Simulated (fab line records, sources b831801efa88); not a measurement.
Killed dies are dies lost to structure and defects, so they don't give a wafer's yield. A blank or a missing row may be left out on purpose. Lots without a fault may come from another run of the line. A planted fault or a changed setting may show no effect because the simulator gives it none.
fab line records | flow gf180mcu
record lots=13 wafers=39 last_day=33
route steps=602 shown V3@446 V4@501 MIM@512
lots that met no fault: from a run of the same line without faults
start_h: hours from the record's first day to the start of the lot's first wafer shown | wait_h: hours since the lot's step before | " the same as in the row above | L1.1+2: a row that stands for several wafers | - no value, or no start given | * or withheld: withheld | < > ~ a bound
route shown NAME@n: a module of which the file shows steps, and the number in the route of the first | usual: mean/standard deviation of fault-free wafers | same: alike in all rows | chamber/n: place in a boat | sites: the reading at each site | _std_site: their standard deviation | _edge_site: outer sites' mean less inner sites' | radius_mm: how far each site lies from the wafer's centre | mask NAME#n: copy n | behind: the tool/chamber that last shaped the wafer | hold: why the lot was held/for how many hours/how that ended | device: the transistor (n, p or np) that didn't switch | end of line: the same wafers' tests at the end of the route | a step without rows: its recipe alone | killed: dies lost to structure and defects at the first sort, not the wafer's yield | map: a wafer's dies, x killed, . not, _ none there
set.NAME: the setting as run; set.NAME@STEP: as run at that earlier step | model.NAME: the simulator's own value behind a step, which no gauge read
steps of the route over a sample of lots; a table a step, a row a wafer
services: from which hour (start_h, from the record's first day; less than 0 if before it) a tool's chamber was out of use, for how many hours, and why
## steps
# step GF_V3_ETCH_17
# recipe chemistry=C4F8/O2/Ar mask_material=KrF target=SiO2 stop_on=TiN source_w=1500 bias_w=1200 pressure_mtorr=40 c4f8_flow_sccm=withheld O2_flow_sccm=6 Ar_flow_sccm=300 time_s=withheld target_depth_a=6350
# usual bias_w=1200/3.9 oes_product_au=0.855/0.0043
# columns lot.wafer tool chamber start_h wait_h bias_w oes_product_au
L627.2 rie_diel-02 3 505 - 1203 0.852
L627.5 " 3 506 - 1204 0.860
L627.6 " 2 " " 1201 0.854
L628.2 rie_diel-03 3 513 - 1202 0.861
L628.5 " 2 514 - 1200 0.848
L628.6 " 1 " " 1204 0.853
L629.1 rie_diel-04 3 525 - 1204 0.859
L629.2 " 1 " " 1206 0.849
L629.4 " 1 " " 1200 0.859
L630.1 rie_diel-04 3 531 - 1199 0.861
L630.3 " 1 " " 1196 0.856
L630.6 " 3 " " 1199 0.857
L631.2 rie_diel-02 2 539 - 1202 0.857
L631.3 " 0 " " 1201 0.849
L631.5 " 3 " " 1208 0.851
L632.1 rie_diel-03 2 550 - 1209 0.851
L632.3 " 3 " " 1202 0.852
L632.4 " 1 " " 1195 0.859
L633.2 rie_diel-03 3 565 - 1202 0.865
L633.4 " 0 " " 1194 0.853
L633.6 " 1 " " 1195 0.861
L634.1 rie_diel-02 1 578 - 1203 0.854
L634.2 " 3 " " 1200 0.855
L634.6 " 2 " " 1205 0.855
L638.2 rie_diel-03 3 608 - 1203 0.852
L638.3 " 2 " " 1204 0.861
L638.4 " 1 " " 1195 0.849
L639.1 rie_diel-03 0 616 - 1195 0.859
L639.5 " 1 " " 1198 0.851
L639.6 " 0 " " 1192 0.847
L641.1 rie_diel-03 3 636 - 1201 0.849
L641.2 " 2 " " 1204 0.851
L641.6 " 2 " " 1207 0.860
L644.2 rie_diel-03 2 653 - 1250 0.858
L644.5 " 0 " " 1196 0.861
L644.6 " 1 " " 1202 0.863
L647.1 rie_diel-04 1 668 - 1204 0.860
L647.5 " 1 " " 1201 0.860
L647.6 " 0 " " 1197 0.855
# step GF_V4_THK_MEAS_25
# recipe thk_meas_gauge=xrf reads=W_of_V4_CVD_23
# usual V4_W_THK=349/4.4
# columns lot.wafer tool chamber start_h wait_h V4_W_THK[nm]
L627.2 film_metro-02 - 555.60 0.1 349
L627.5 " - " " 346
L627.6 " - " " 349
L628.2 film_metro-02 - 562.40 0.1 353
L628.5 " - " " 348
L628.6 " - " " 348
L629.1 film_metro-03 - 574.06 0.1 342
L629.2 " - " " 340
L629.4 " - " " 340
L630.1 film_metro-04 - 580.70 0.1 352
L630.3 " - " " 346
L630.6 " - " " 349
L631.2 film_metro-03 - 591.50 0.1 353
L631.3 " - " " 350
L631.5 " - " " 346
L632.1 film_metro-02 - 598.16 0.1 356
L632.3 " - " " 355
L632.4 " - " " 348
L633.2 film_metro-02 - 611.54 0.1 349
L633.4 " - " " 346
L633.6 " - " " 344
L634.1 film_metro-02 - 624.43 0.1 353
L634.2 " - " " 355
L634.6 " - " " 354
L638.2 film_metro-04 - 652.84 0.1 346
L638.3 " - " " 347
L638.4 " - " " 357
L639.1 film_metro-03 - 659.43 0.1 352
L639.5 " - " " 351
L639.6 " - " " 352
L641.1 film_metro-04 - 678.69 0.1 351
L641.2 " - " " 343
L641.6 " - " " 346
L644.2 film_metro-02 - 696.44 0.1 354
L644.5 " - " " 349
L644.6 " - " " 348
L647.1 film_metro-04 - 710.33 0.1 353
L647.5 " - " " 349
L647.6 " - " " 349
# step GF_V4_CMP_26
# recipe stop_on=SiO2 down_force_psi=3.5 platen_rpm=60 t_overpolish_s=15 target_thk_nm=0 pad_velocity_m_s=0.94248
# usual motor_current_A=11.5/1.5 overpolish_run_s=15.000/0.0092 platen_rpm=60.01/0.046 time_to_endpoint_s=86.3/2.3
# columns lot.wafer tool chamber start_h wait_h motor_current_A overpolish_run_s platen_rpm time_to_endpoint_s
L627.2 cmp-02 2 555.70 0.1 12.4 15.002 60.01 87.4
L627.5 " 1 " " 12.6 14.995 59.99 93.0
L627.6 " 2 " " 12.0 15.009 60.04 87.7
L628.2 cmp-01 0 562.55 0.1 12.6 15.003 60.07 81.7
L628.5 " 2 " " 13.8 15.000 59.99 86.7
L628.6 " 3 " " 11.1 15.006 60.07 86.1
L629.4 cmp-02 0 574.20 0.1 11.1 14.991 59.95 84.5
L629.2 " 1 " " 12.8 15.016 59.94 86.9
L629.1 " 2 " " 13.0 15.007 59.97 85.6
L630.1 cmp-02 3 580.81 0.1 8.8 14.991 60.04 85.7
L630.3 " 0 " " 11.4 14.994 60.04 83.7
L630.6 " 3 " " 8.4 15.002 60.06 87.6
L631.3 cmp-02 3 591.60 0.1 8.9 14.999 60.04 86.3
L631.2 " 0 " " 11.4 15.017 60.04 87.5
L631.5 " 3 " " 8.8 15.002 60.11 84.7
L632.3 cmp-02 0 598.27 0.1 11.4 15.011 60.00 88.5
L632.4 " 1 " " 12.1 14.978 59.96 88.6
L632.1 " 2 " " 12.7 15.001 60.00 89.2
L633.4 cmp-01 3 611.64 0.1 10.1 14.990 59.95 85.7
L633.2 " 0 " " 12.4 14.990 60.00 85.3
L633.6 " 3 " " 10.3 14.991 60.06 86.6
L634.2 cmp-02 1 624.49 0.0 12.1 14.997 60.02 89.2
L634.1 " 3 " " 8.9 14.993 60.14 87.3
L634.6 " 1 " " 12.6 15.004 60.04 89.0
L638.4 cmp-01 1 652.94 0.1 11.2 14.990 60.03 84.4
L638.2 " 2 " " 14.1 15.010 60.00 84.5
L638.3 " 3 " " 10.4 14.991 59.94 84.6
L639.1 cmp-02 3 659.49 0.1 8.1 15.001 59.95 89.6
L639.5 " 3 " " 8.3 15.008 59.96 85.4
L639.6 " 0 " " 10.9 15.005 59.99 86.5
L641.1 cmp-01 0 678.86 0.2 11.6 14.989 59.98 83.6
L641.2 " 1 " " 11.7 15.019 59.92 87.1
L641.6 " 3 " " 9.9 14.999 59.99 87.9
L644.2 cmp-01 2 696.49 0.0 13.0 15.001 59.96 84.5
L644.6 " 2 " " 13.1 14.981 60.03 88.1
L644.5 " 3 " " 10.6 14.997 60.00 89.6
L647.1 cmp-02 0 710.39 0.1 10.6 15.018 60.00 87.2
L647.6 " 0 " " 10.9 14.993 60.11 86.2
L647.5 " 1 " " 11.8 15.001 60.03 89.0
# step GF_MIM_SPUTTER_09
# recipe material=TiN target_thk_nm=35 power_w=6500 time_s=29.2 chamber_pressure_pa=0.4
# usual throttle_valve_pct=30.2/0.89
# columns lot.wafer tool chamber start_h wait_h throttle_valve_pct
L627.2 pvd_sputter-01 - 556.33 0.0 29.7
L627.5 " - " " 30.2
L627.6 " - " " 30.7
L628.2 pvd_sputter-03 - 563.13 0.0 27.9
L628.5 " - " " 27.7
L628.6 " - " " 30.4
L629.1 pvd_sputter-01 - 574.83 0.0 29.3
L629.2 " - " " 30.1
L629.4 " - " " 30.2
L630.1 pvd_sputter-01 - 581.44 0.0 29.6
L630.3 " - " " 30.1
L630.6 " - " " 30.1
L631.2 pvd_sputter-04 - 592.23 0.0 30.7
L631.3 " - " " 31.5
L631.5 " - " " 31.9
L632.1 pvd_sputter-01 - 598.90 0.0 30.4
L632.3 " - " " 29.5
L632.4 " - " " 30.0
L633.2 pvd_sputter-03 - 612.27 0.0 28.2
L633.4 " - " " 29.0
L633.6 " - " " 30.6
L634.1 pvd_sputter-04 - 625.17 0.0 30.6
L634.2 " - " " 31.6
L634.6 " - " " 31.4
L638.2 pvd_sputter-04 - 653.57 0.0 29.2
L638.3 " - " " 29.9
L638.4 " - " " 30.7
L639.1 pvd_sputter-03 - 660.18 0.0 28.0
L639.5 " - " " 28.3
L639.6 " - " " 28.8
L641.1 pvd_sputter-01 - 679.44 0.0 29.5
L641.2 " - " " 30.6
L641.6 " - " " 30.3
L644.2 pvd_sputter-04 - 697.17 0.0 30.7
L644.5 " - " " 29.4
L644.6 " - " " 31.6
L647.1 pvd_sputter-01 - 711.07 0.0 29.7
L647.5 " - " " 30.7
L647.6 " - " " 30.7
## services
# columns tool chamber start_h hours kind
rie_diel-03 0 506.14 5.9 repair
rie_diel-02 2 507.70 6.3 repair
cmp-01 - 518.35 0.8 repair
cmp-01 - 519.84 1.5 repair
rie_diel-03 1 524.74 8.1 repair
pvd_sputter-01 - 532.03 4.8 repair
rie_diel-02 3 544.64 2.4 repair
cmp-02 - 544.92 6.2 pm
rie_diel-04 2 559.94 4.7 repair
cmp-02 - 566.19 4.7 pm
cmp-01 - 572.00 4.0 pm
cmp-01 - 576.00 - consumable_replace:conditioner
pvd_sputter-03 - 591.17 5.0 repair
cmp-01 - 599.86 2.2 repair
cmp-01 - 604.01 1.7 repair
rie_diel-04 3 610.78 4.4 repair
rie_diel-04 1 622.39 4.1 repair
rie_diel-04 1 636.36 1.6 repair
cmp-01 - 669.75 0.7 repair
rie_diel-04 - 673.60 2.8 pm
rie_diel-03 1 682.17 9.0 repair
cmp-01 - 689.29 1.3 repair
pvd_sputter-01 - 703.84 0.8 repair
rie_diel-02 1 709.25 7.3 repair
## key
first_sign step=GF_V3_ETCH_17 reading=bias_w direction=up sigmas=13 usual=1200 struck=1250
effect none on later readings
met_at GF_V3_ETCH_17
struck_lots L644
struck_wafers L644.2
not_acting_at GF_V4_THK_MEAS_25,GF_V4_CMP_26,GF_MIM_SPUTTER_09
onset_between 636 653
fault kind=process_parameter_drift tool=rie_diel-03 chamber=2 onset_h=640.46 steps=GF_V3_ETCH_17 channel=bias_w offset=53.98 shape=step end_h=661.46 acts_in=these_recipes_only stated=1200
